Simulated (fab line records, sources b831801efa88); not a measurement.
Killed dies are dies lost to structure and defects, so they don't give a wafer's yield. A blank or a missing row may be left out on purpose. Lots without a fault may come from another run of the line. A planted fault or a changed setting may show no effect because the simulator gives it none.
A struck lot beside a sound one | flow gf180mcu | 14 steps out of a route of 602
Sound: wafers L733.1, L733.2, L733.6. Struck: wafers L736.1, L736.2, L736.6. The cause comes at the end.
At each step with rows: each side's tool, then ch and its chambers, then its first start. Under that, the readings that differ: sound wafers | struck wafers | difference of the means | sigmas: that difference in standard deviations of wafers without a fault.
alike: readings whose means differ by less than 2 such deviations, and words and numbers that are the same on both sides. not compared: withheld readings, readings that some wafer has no value for, bounds like >300 that may hide the same value, and numbers for which the record gives no deviation and whose values overlap.
The two part at a step that has a row with sigmas, a row that says differs or no value, or rows on one side only. Numbers that don't overlap but have no deviation are shown without sigmas and don't part them. A reading that every wafer of one side lacks parts them only if that side has two wafers or more.

first, 1 step without rows for these wafers: GF_V4_ETCH_16 (etches BARC in N2/H2).
GF_V4_ETCH_17: etches SiO2 in C4F8/O2/Ar, stops on TiN, target depth 630 nm.
  sound on rie_diel-04 ch 0,1; struck on rie_diel-02 ch 1,3
  alike: oes_product_au, rf_fwd_power_W
then, 4 steps without rows for these wafers: GF_V4_STRIP_18 (strips in O2/N2); GF_V4_STRIP_19 (strips in post etch residue remover, time 1200 s); GF_V4_CLEAN_20 (cleans in DIW); GF_V4_SPUTTER_21 (material Ti, target thk 15 nm, time 80.02 s).
GF_V4_SPUTTER_22: material TiN, target thk 10 nm, time 40 s.
  sound on pvd_sputter-02, day 28 15:03; struck on pvd_sputter-03, day 29 09:49
  alike: cathode_dc_power_W, chamber_pressure_pa, throttle_valve_pct
GF_V4_CVD_23: deposits W, target thk 350 nm, time 104.9 s.
  sound on cvd_w-02 ch 0,1, day 28 15:05; struck on cvd_w-02 ch 0,1, day 29 09:52
  alike: heater_power_w
GF_V4_RS_MEAS_24: measures by four-point-probe.
  sound on film_metro-04, day 28 15:12; struck on film_metro-02, day 29 09:59
  alike: V4_W_RS
GF_V4_THK_MEAS_25: measures by xrf.
  sound on film_metro-04, day 28 15:19; struck on film_metro-02, day 29 10:06
  alike: V4_W_THK
then, 1 step without rows for these wafers: GF_V4_CMP_26 (polishes, stops on SiO2, t overpolish 15 s, target thk 0 nm).
GF_MIM_SPUTTER_00: material Ti, target thk 37.5 nm, time 150 s.
  sound on pvd_sputter-04, day 28 15:41; struck on pvd_sputter-01, day 29 10:28
  alike: cathode_dc_power_W, chamber_pressure_pa, throttle_valve_pct
GF_MIM_SPUTTER_01: material TiN, target thk 30 nm, time 25 s.
  sound on pvd_sputter-04, day 28 15:47; struck on pvd_sputter-01, day 29 10:34
  no value came back on the struck wafers for cathode_dc_power_W (W), chamber_pressure_pa (Pa), throttle_valve_pct (%); on the sound wafers cathode_dc_power_W (W) reads 6499.8 6502.4 6501.1
GF_MIM_SPUTTER_02: material AlCu, target thk 450 nm, time 23.9 s.
  sound on pvd_sputter-04, day 28 15:49; struck on pvd_sputter-01, day 29 10:35
  alike: cathode_dc_power_W, chamber_pressure_pa, throttle_valve_pct

WHERE THEY PART
Only at GF_MIM_SPUTTER_01, within this record. Later steps at which nothing parts them and some readings are alike: GF_MIM_SPUTTER_02.

WHY: what the simulator had put in
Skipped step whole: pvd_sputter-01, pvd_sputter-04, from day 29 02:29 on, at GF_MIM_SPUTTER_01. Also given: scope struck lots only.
